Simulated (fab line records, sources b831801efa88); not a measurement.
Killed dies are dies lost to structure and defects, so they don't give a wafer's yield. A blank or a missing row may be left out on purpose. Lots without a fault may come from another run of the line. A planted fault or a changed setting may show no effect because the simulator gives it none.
fab line records | flow sky130
record lots=7 wafers=21 last_day=49
route steps=708 shown CONTACT@418 METAL1@434 PAD_OPEN@708
lots that met no fault: from a run of the same line without faults
start_h: hours from the record's first day to the start of the lot's first wafer shown | wait_h: hours since the lot's step before | " the same as in the row above | L1.1+2: a row that stands for several wafers | - no value, or no start given | * or withheld: withheld | < > ~ a bound
route shown NAME@n: a module of which the file shows steps, and the number in the route of the first | usual: mean/standard deviation of fault-free wafers | same: alike in all rows | chamber/n: place in a boat | sites: the reading at each site | _std_site: their standard deviation | _edge_site: outer sites' mean less inner sites' | radius_mm: how far each site lies from the wafer's centre | mask NAME#n: copy n | behind: the tool/chamber that last shaped the wafer | hold: why the lot was held/for how many hours/how that ended | device: the transistor (n, p or np) that didn't switch | end of line: the same wafers' tests at the end of the route | a step without rows: its recipe alone | killed: dies lost to structure and defects at the first sort, not the wafer's yield | map: a wafer's dies, x killed, . not, _ none there
set.NAME: the setting as run; set.NAME@STEP: as run at that earlier step | model.NAME: the simulator's own value behind a step, which no gauge read
lots at some steps of the route; a table a step, a row a wafer
services: from which hour (start_h, from the record's first day; less than 0 if before it) a tool's chamber was out of use, for how many hours, and why
## steps
# step SKY_CONTACT_PEB_12
# recipe peb_temp_c=withheld peb_time_s=withheld resist=KrF-thick
# step SKY_CONTACT_DEVELOP_13
# recipe develop_time_s=60 resist=KrF-thick dev_temp_c=21
# step SKY_CONTACT_CD_MEAS_14
# recipe target_cd_nm=170
# usual cd_nm=169.9/1
# columns lot.wafer tool chamber start_h wait_h cd_nm
L830.3 cd_sem-01 - 774.85 - 169.2
L830.5 " - " " 170.2
L830.6 " - " " 172.6
L829.2 cd_sem-02 - 778.14 - 170.2
L829.4 " - " " 169.1
L829.6 " - " " 171.0
L831.1 cd_sem-02 - 778.93 - 168.9
L831.2 " - " " 169.4
L831.5 " - " " 170.1
L832.1 cd_sem-02 - 795.12 - 171.6
L832.4 " - " " 170.3
L832.6 " - " " 169.3
L833.2 cd_sem-02 - 802.69 - 169.6
L833.5 " - " " 170.1
L833.6 " - " " 170.2
L843.1 cd_sem-01 - 875.32 - 170.5
L843.3 " - " " 170.1
L843.6 " - " " 169.9
L842.1 cd_sem-02 - 878.02 - 169.3
L842.2 " - " " 169.8
L842.4 " - " " 170.4
# step SKY_CONTACT_OVL_MEAS_15
# usual CONTACT_OVL=-3/5.3
# columns lot.wafer tool chamber start_h wait_h CONTACT_OVL[nm]
L830.3 overlay-02 - 774.95 0.1 -3
L830.5 " - " " -6
L830.6 " - " " -4
L829.2 overlay-02 - 778.25 0.1 -9
L829.4 " - " " -7
L829.6 " - " " -6
L831.1 overlay-01 - 779.05 0.1 0
L831.2 " - " " -5
L831.5 " - " " 0
L832.1 overlay-01 - 795.24 0.1 1
L832.4 " - " " 2
L832.6 " - " " 0
L833.2 overlay-01 - 802.80 0.1 -8
L833.5 " - " " 4
L833.6 " - " " 1
L843.1 overlay-01 - 875.44 0.1 5
L843.3 " - " " -4
L843.6 " - " " -2
L842.1 overlay-01 - 878.17 0.1 -10
L842.2 " - " " -6
L842.4 " - " " -3
# step SKY_CONTACT_ETCH_16
# recipe chemistry=N2/H2 target=BARC ion_energy_ev=200 source_w=500 bias_w=100 pressure_mtorr=30 n2_flow_sccm=100 h2_flow_sccm=200 stop_on=SiO2 time_s=43.99 target_depth_a=600
# usual drypump_motor_current_A=5.7/0.4 oes_product_au=0.875/0.0047 throttle_valve_pct=13.227/0.0086
# columns lot.wafer tool chamber start_h wait_h drypump_motor_current_A oes_product_au rf_hours_counter_h throttle_valve_pct
L830.3 rie_diel-04 1 774.97 0.0 5.7 0.872 10 13.221
L830.5 " 0 " " 5.6 0.873 - 13.230
L830.6 " 1 " " 5.7 0.876 - 13.221
L829.2 rie_diel-04 0 778.28 0.0 5.6 0.877 11 13.224
L829.4 " 1 " " 5.7 0.875 11 13.230
L829.6 " 3 " " 6.5 0.875 - 13.214
L831.1 rie_diel-01 1 779.09 0.0 5.4 0.881 8 13.234
L831.2 " 0 " " 6.1 0.873 15 13.222
L831.5 " 0 " " 6.0 0.877 - 13.229
L832.1 rie_diel-01 0 795.28 0.0 6.1 0.872 15 13.240
L832.4 " 2 " " 5.4 0.872 9 13.234
L832.6 " 0 " " 6.0 0.883 - 13.244
L833.2 rie_diel-04 0 802.83 0.0 5.6 0.877 12 13.225
L833.5 " 2 " " 5.7 0.870 - 13.229
L833.6 " 0 " " 5.6 0.878 - 13.233
L843.1 rie_diel-01 2 875.48 0.0 5.4 0.869 11 13.226
L843.3 " 1 " " 5.4 0.868 11 13.225
L843.6 " 2 " " 5.4 0.874 - 13.231
L842.1 rie_diel-01 1 878.20 0.0 5.4 0.879 11 13.230
L842.2 " 3 " " 5.4 0.881 11 13.217
L842.4 " 2 " " 5.4 0.876 11 13.227
# step SKY_CONTACT_ETCH_17
# recipe target=SiO2 chemistry=C4F8/O2/Ar stop_on=Si3N4 mask_material=KrF-thick source_w=1500 bias_w=1200 pressure_mtorr=40 c4f8_flow_sccm=withheld O2_flow_sccm=6 Ar_flow_sccm=300 time_s=withheld target_depth_a=3400
# usual oes_product_au=0.893/0.0048
# columns lot.wafer tool chamber start_h wait_h oes_product_au
L830.3 rie_diel-04 1 775.01 0.0 0.899
L830.5 " 0 " " 0.885
L830.6 " 1 " " 0.888
L829.2 rie_diel-04 0 778.32 0.0 0.895
L829.4 " 1 " " 0.895
L829.6 " 3 " " 0.888
L831.1 rie_diel-01 1 779.13 0.0 0.898
L831.2 " 0 " " 0.891
L831.5 " 0 " " 0.885
L832.1 rie_diel-01 0 795.32 0.0 0.894
L832.4 " 2 " " 0.882
L832.6 " 0 " " 0.893
L833.2 rie_diel-04 0 802.87 0.0 0.882
L833.5 " 2 " " 0.895
L833.6 " 0 " " 0.898
L843.1 rie_diel-01 2 875.52 0.0 0.889
L843.3 " 1 " " 0.891
L843.6 " 2 " " 0.888
L842.1 rie_diel-01 1 878.24 0.0 0.906
L842.2 " 3 " " 0.888
L842.4 " 2 " " 0.898
# step SKY_CONTACT_ETCH_18
# recipe target=Si3N4 chemistry=CHF3/O2 stop_on=TiN source_w=600 bias_w=200 pressure_mtorr=40 chf3_flow_sccm=50 O2_flow_sccm=5 time_s=39 target_depth_a=750
# usual drypump_motor_current_A=5.7/0.4 oes_product_au=0.855/0.0075 throttle_valve_pct=8.792/0.0098
# columns lot.wafer tool chamber start_h wait_h drypump_motor_current_A oes_product_au rf_hours_counter_h throttle_valve_pct
L830.3 rie_diel-04 1 - - 5.7 0.852 11 8.796
L830.5 " 0 " " 5.6 0.863 - 8.785
L830.6 " 1 " " 5.6 0.851 - 8.801
L829.2 rie_diel-04 0 - - 5.6 0.857 11 8.785
L829.4 " 1 " " 5.7 0.859 11 8.788
L829.6 " 3 " " 6.5 0.856 - 8.799
L831.1 rie_diel-01 1 - - 5.4 0.857 9 8.804
L831.2 " 0 " " 6.0 0.856 15 8.781
L831.5 " 0 " " 6.0 0.864 - 8.802
L832.1 rie_diel-01 0 - - 6.0 0.855 15 8.782
L832.4 " 2 " " 5.4 0.853 9 8.798
L832.6 " 0 " " 6.0 0.863 - 8.791
L833.2 rie_diel-04 0 - - 5.6 0.842 12 8.787
L833.5 " 2 " " 5.6 0.860 - 8.812
L833.6 " 0 " " 5.6 0.862 - 8.782
L843.1 rie_diel-01 2 - - 5.3 0.851 11 8.793
L843.3 " 1 " " 5.4 0.864 11 8.784
L843.6 " 2 " " 5.4 0.866 - 8.805
L842.1 rie_diel-01 1 - - 5.4 0.835 11 8.785
L842.2 " 3 " " 5.3 0.848 11 8.779
L842.4 " 2 " " 5.4 0.846 12 8.799
# step SKY_CONTACT_STRIP_19
# recipe chemistry=O2/N2 power_w=1400 pressure_mtorr=1500 platen_temp_c=withheld o2_flow_sccm=3000 n2_flow_sccm=300 overash_fraction=0.5
# usual drypump_motor_current_A=5.8/0.6 oes_product_au=0.381/0.0044 strip_time_to_endpoint_s=3.64/0.034
# columns lot.wafer tool chamber start_h wait_h drypump_motor_current_A oes_product_au rf_hours_counter_h strip_time_to_endpoint_s
L830.3 plasma_asher-01 0 775.14 - 6.3 0.378 - 3.59
L830.5 " 1 " " 5.3 0.371 - 3.63
L830.6 " 0 " " 6.3 0.387 - 3.60
L829.2 plasma_asher-04 1 778.41 - 6.6 0.382 33 3.69
L829.4 " 0 " " 6.3 0.396 - 3.66
L829.6 " 0 " " 6.4 0.380 - 3.68
L831.1 plasma_asher-04 1 779.22 - 6.6 0.387 33 3.69
L831.2 " 0 " " 6.4 0.385 33 3.65
L831.5 " 1 " " 6.6 0.378 - 3.66
L832.1 plasma_asher-04 0 795.41 - 6.4 0.386 35 3.64
L832.4 " 0 " " 6.4 0.376 - 3.63
L832.6 " 1 " " 6.6 0.374 - 3.66
L833.2 plasma_asher-01 0 802.96 - 6.3 0.384 6 3.67
L833.5 " 1 " " 5.3 0.385 - 3.63
L833.6 " 0 " " 6.3 0.382 - 3.66
L843.1 plasma_asher-01 0 875.61 - 6.3 0.384 14 3.63
L843.3 " 0 " " 6.3 0.384 - 3.73
L843.6 " 0 " " 6.4 0.381 - 3.64
L842.1 plasma_asher-01 1 878.33 - 5.4 0.387 14 3.74
L842.2 " 0 " " 6.3 0.392 14 3.65
L842.4 " 0 " " 6.3 0.381 - 3.64
# step SKY_CONTACT_STRIP_20
# recipe chemistry=post_etch_residue_remover time_s=1200 temp_c=72.5
# step SKY_CONTACT_CLEAN_21
# recipe chemistry=IPA time_s=180 temp_c=25
# step SKY_CONTACT_CLEAN_22
# recipe chemistry=O3/DIW dry=n2_spin
# step SKY_CONTACT_SPUTTER_23
# recipe material=TiN target_thk_nm=20 chamber_pressure_pa=5 power_w=4000 time_s=80
# step SKY_CONTACT_CVD_24
# recipe material=W target_thk_nm=340 time_s=102.12 temp_c=400 pressure_torr=40
# usual heater_power_w=889/90
# columns lot.wafer tool chamber start_h wait_h heater_power_w model.W_of_CONTACT_CVD_24.thk_nm
L830.3 cvd_w-01 0 775.79 0.1 812 331.8
L830.5 " 0 " " 828 337.8
L830.6 " 1 " " 831 340
L829.2 cvd_w-02 0 779.14 0.0 1024 342.7
L829.4 " 0 " " 1021 338.7
L829.6 " 1 " " 818 568.9
L831.1 cvd_w-02 1 779.87 0.0 838 568.4
L831.2 " 0 " " 1033 338.4
L831.5 " 1 " " 815 564.9
L832.1 cvd_w-02 1 796.07 0.0 843 569.5
L832.4 " 0 " " 1019 344.2
L832.6 " 1 " " 815 575.4
L833.2 cvd_w-01 0 803.61 0.0 826 333.1
L833.5 " 1 " " 838 339.1
L833.6 " 0 " " 821 333.7
L843.1 cvd_w-02 0 876.30 0.0 1022 342.2
L843.3 " 0 " " 1015 342.6
L843.6 " 1 " " 836 343.9
L842.1 cvd_w-02 0 879.03 0.0 1039 348.7
L842.2 " 1 " " 833 342.3
L842.4 " 0 " " 1019 347
# step SKY_CONTACT_RS_MEAS_25
# recipe thk_meas_gauge=four-point-probe reads=W_of_CONTACT_CVD_24+TiN_of_CONTACT_SPUTTER_23
# usual CONTACT_W_RS=0.339/0.0045
# columns lot.wafer tool chamber start_h wait_h CONTACT_W_RS[ohm/sq]
L830.3 film_metro-03 - 775.91 0.1 0.347
L830.5 " - " " 0.341
L830.6 " - " " 0.338
L829.2 film_metro-01 - 779.27 0.1 0.335
L829.4 " - " " 0.340
L829.6 " - " " 0.201
L831.1 film_metro-01 - 779.98 0.1 0.201
L831.2 " - " " 0.340
L831.5 " - " " 0.202
L832.1 film_metro-01 - 796.18 0.1 0.201
L832.4 " - " " 0.334
L832.6 " - " " 0.199
L833.2 film_metro-03 - 803.74 0.1 0.346
L833.5 " - " " 0.338
L833.6 " - " " 0.345
L843.1 film_metro-04 - 876.41 0.1 0.335
L843.3 " - " " 0.334
L843.6 " - " " 0.334
L842.1 film_metro-04 - 879.14 0.1 0.329
L842.2 " - " " 0.335
L842.4 " - " " 0.330
# step SKY_CONTACT_THK_MEAS_26
# recipe thk_meas_gauge=xrf reads=W_of_CONTACT_CVD_24
# usual CONTACT_W_THK=340/4.4
# columns lot.wafer tool chamber start_h wait_h CONTACT_W_THK[nm]
L830.3 film_metro-03 - 776.01 0.1 333
L830.5 " - " " 342
L830.6 " - " " 346
L829.2 film_metro-01 - 779.38 0.1 341
L829.4 " - " " 339
L829.6 " - " " -
L831.1 film_metro-01 - 780.10 0.1 -
L831.2 " - " " 340
L831.5 " - " " -
L832.1 film_metro-01 - 796.30 0.1 -
L832.4 " - " " 346
L832.6 " - " " -
L833.2 film_metro-03 - 803.85 0.1 332
L833.5 " - " " 342
L833.6 " - " " 334
L843.1 film_metro-04 - 876.53 0.1 340
L843.3 " - " " 340
L843.6 " - " " 341
L842.1 film_metro-04 - 879.26 0.1 348
L842.2 " - " " 341
L842.4 " - " " 345
# step SKY_CONTACT_CMP_27
# recipe stop_on=SiO2 t_overpolish_s=15 down_force_psi=3.5 platen_rpm=60 target_thk_nm=0 pad_velocity_m_s=0.94248
# usual motor_current_A=10.9/0.86 time_to_endpoint_s=85/3.7
# columns lot.wafer tool chamber start_h wait_h motor_current_A time_to_endpoint_s
L830.3 cmp-01 0 776.05 0.0 11.3 78
L830.6 " 0 " " 11.8 79
L830.5 " 1 " " 9.8 88
L829.4 cmp-01 1 779.49 0.1 9.4 85
L829.2 " 3 " " 11.3 85
L829.6 " 0 " " 11.5 138
L831.2 cmp-01 2 780.21 0.1 9.7 83
L831.1 " 0 " " 11.1 140
L831.5 " 2 " " 10.3 139
L832.4 cmp-02 2 796.52 0.2 11.1 79
L832.1 " 0 " " 12.0 137
L832.6 " 2 " " 10.2 137
L833.2 cmp-02 1 804.05 0.2 11.3 84
L833.6 " 2 " " 10.6 83
L833.5 " 3 " " 11.5 85
L843.3 cmp-01 0 876.59 0.0 11.3 91
L843.1 " 2 " " 9.7 92
L843.6 " 1 " " 10.2 93
L842.4 cmp-01 3 879.32 0.0 11.4 92
L842.1 " 0 " " 11.0 88
L842.2 " 2 " " 10.1 87
# step SKY_METAL1_SPUTTER_00
# recipe material=Ti target_thk_nm=15 power_w=3000 time_s=10 chamber_pressure_pa=0.4
# usual throttle_valve_pct=30.6/0.67
# columns lot.wafer tool chamber start_h wait_h throttle_valve_pct
L830.3 pvd_sputter-02 - 776.35 0.2 30.9
L830.5 " - " " 31.1
L830.6 " - " " 29.1
L829.2 pvd_sputter-04 - 779.74 0.1 31.8
L829.4 " - " " 31.3
L829.6 " - " " 31.6
L831.1 pvd_sputter-03 - 780.46 0.1 30.8
L831.2 " - " " 30.1
L831.5 " - " " 31.0
L832.1 pvd_sputter-04 - 796.82 0.1 30.4
L832.4 " - " " 31.2
L832.6 " - " " 31.6
L833.2 pvd_sputter-03 - 804.20 0.1 30.7
L833.5 " - " " 30.7
L833.6 " - " " 30.5
L843.1 pvd_sputter-02 - 876.89 0.1 31.1
L843.3 " - " " 30.5
L843.6 " - " " 30.4
L842.1 pvd_sputter-04 - 879.62 0.2 31.8
L842.2 " - " " 30.5
L842.4 " - " " 31.0
# step SKY_PAD_OPEN_PROBE_99
# usual killed_at_M0_to_M3=43/7.2 killed_at_M4_up=3.3/2 killed_at_contacts=25/5.8 killed_at_front_end=15/4.5 killed_at_other=0.3/0.62 killed_dies=86/9.4 killed_open=47/7.1 killed_short=39/6
# same gross_dies=492 killed_at_back_side=0
# columns lot.wafer tool chamber start_h wait_h killed_at_M0_to_M3 killed_at_M4_up killed_at_contacts killed_at_front_end killed_at_other killed_dies killed_open killed_short
L830.3 prober-01 - 1107.24 0.2 43 3 28 20 0 94 51 43
L830.5 prober-01 - 1107.34 0.2 33 3 17 19 0 72 41 31
L830.6 prober-01 - 1107.39 0.2 27 2 39 20 0 88 46 42
L832.1 prober-02 - 1122.75 0.1 41 1 27 19 0 88 45 43
L832.4 prober-02 - 1122.90 0.2 31 6 32 14 0 83 33 50
L832.6 prober-02 - 1123.00 0.2 28 3 24 21 0 76 40 35
L833.2 prober-01 - 1128.99 0.1 42 3 25 25 0 95 46 49
L833.5 prober-01 - 1129.14 0.2 43 3 24 14 1 85 44 41
L833.6 prober-01 - 1129.19 0.2 48 3 22 8 4 85 39 41
# killed by level:class
L830.3 VIA1:geometric_particle:open=14 CONTACT:geometric_particle:open=12 FIELD_ISO:geometric_particle:short=6 VIA2:geometric_particle:open=6 POLY_GATE:geometric_particle:open=6 LI_CONTACT:geometric_particle:open=5 METAL1:geometric_particle:short=5 METAL3:geometric_particle:short=5
L830.5 CONTACT:geometric_particle:open=8 VIA3:geometric_particle:short=7 FIELD_ISO:geometric_particle:open=6 VIA2:geometric_particle:open=5 VIA1:geometric_particle:open=5 POLY_GATE:geometric_particle:short=4 LI_CONTACT:geometric_particle:open=4 METAL1:geometric_particle:short=4
L830.6 LI_CONTACT:geometric_particle:open=13 VIA1:geometric_particle:open=10 CONTACT:geometric_particle:open=10 POLY_GATE:geometric_particle:short=7 POLY_GATE:geometric_particle:open=6 LI_CONTACT:geometric_particle:short=6 CONTACT:geometric_particle:short=6 LOCAL_INTERCONNECT:geometric_particle:short=4
L832.1 VIA1:geometric_particle:open=11 CONTACT:geometric_particle:short=8 VIA2:geometric_particle:open=7 LI_CONTACT:geometric_particle:open=7 VIA1:geometric_particle:short=7 LOCAL_INTERCONNECT:geometric_particle:short=6 FIELD_ISO:geometric_particle:open=5 POLY_GATE:geometric_particle:open=5
L832.4 LI_CONTACT:geometric_particle:open=10 CONTACT:geometric_particle:short=7 METAL1:geometric_particle:short=7 METAL3:geometric_particle:short=6 CONTACT:geometric_particle:open=6 FIELD_ISO:geometric_particle:short=5 LOCAL_INTERCONNECT:geometric_particle:short=5 METAL4:geometric_particle:short=5
L832.6 CONTACT:geometric_particle:open=10 FIELD_ISO:geometric_particle:short=7 VIA1:geometric_particle:open=6 POLY_GATE:geometric_particle:open=5 LI_CONTACT:geometric_particle:open=5 VIA2:geometric_particle:open=5 VIA3:geometric_particle:open=5 METAL1:geometric_particle:short=4
L833.2 VIA1:geometric_particle:open=10 CONTACT:geometric_particle:open=9 METAL1:geometric_particle:short=7 POLY_GATE:geometric_particle:short=5 SPACER:geometric_particle:short=5 VIA2:geometric_particle:open=5 VIA3:geometric_particle:open=5 FIELD_ISO:geometric_particle:short=4
L833.5 VIA3:geometric_particle:open=10 VIA1:geometric_particle:open=8 CONTACT:geometric_particle:open=7 CONTACT:geometric_particle:short=6 FIELD_ISO:geometric_particle:open=5 LI_CONTACT:geometric_particle:open=5 METAL2:geometric_particle:short=5 FIELD_ISO:geometric_particle:short=4
L833.6 VIA1:geometric_particle:short=8 VIA1:geometric_particle:open=8 METAL2:geometric_particle:short=8 VIA2:geometric_particle:open=8 LI_CONTACT:geometric_particle:open=7 CONTACT:geometric_particle:open=7 VIA3:geometric_particle:short=5 CONTACT:geometric_particle:short=4
## services
# columns tool chamber start_h hours kind
plasma_asher-01 - 761.12 1.5 repair
rie_diel-04 0 766.69 3.3 repair
pvd_sputter-02 - 781.04 8.3 repair
rie_diel-04 3 781.32 6.6 repair
cmp-01 - 783.61 0.6 repair
cvd_w-02 - 784.87 0.3 repair
cmp-01 - 785.66 4.0 pm
cmp-01 - 794.37 18.9 pm
pvd_sputter-03 0 794.59 - consumable_replace:kit
pvd_sputter-03 0 794.59 18.0 scheduled_down
pvd_sputter-03 0 794.59 18.0 vent_cycle
cmp-02 - 797.39 0.8 repair
rie_diel-04 1 802.00 3.3 repair
cvd_w-02 - 817.97 0.9 repair
cmp-02 - 843.65 5.6 pm
plasma_asher-04 - 846.56 14.6 pm
pvd_sputter-02 - 848.31 1.7 repair
rie_diel-04 2 855.28 1.4 repair
rie_diel-04 - 866.69 2.8 pm
cmp-02 - 878.31 2.4 repair
## key
first_sign step=SKY_CONTACT_RS_MEAS_25 reading=CONTACT_W_RS direction=down sigmas=31 usual=0.339 struck=0.201
effect step=SKY_CONTACT_THK_MEAS_26 reading=CONTACT_W_THK direction=missing
effect step=SKY_CONTACT_CMP_27 reading=time_to_endpoint_s direction=up sigmas=14 usual=* struck=*
model_effect step=SKY_CONTACT_CVD_24 value=W_of_CONTACT_CVD_24.thk_nm without=338.1 struck=569.4
met_at SKY_CONTACT_CVD_24
struck_wafers L829.6,L831.1,L831.5,L832.1,L832.6
tester_left_out L829,L831,L832
fault kind=process_parameter_drift tool=cvd_w-02 chamber=1 onset_h=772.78 steps=SKY_CONTACT_CVD_24 channel=target_thk_nm offset=232.86 shape=step end_h=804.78 acts_in=these_recipes_only stated=340
# tester_left_out: of these lots the tester's yield and bins aren't shown, on N5 and GAA mostly nor the transistor test; their killed dies are dies lost to structure and defects alone, not to doping, threshold or leakage, so they don't give the yield
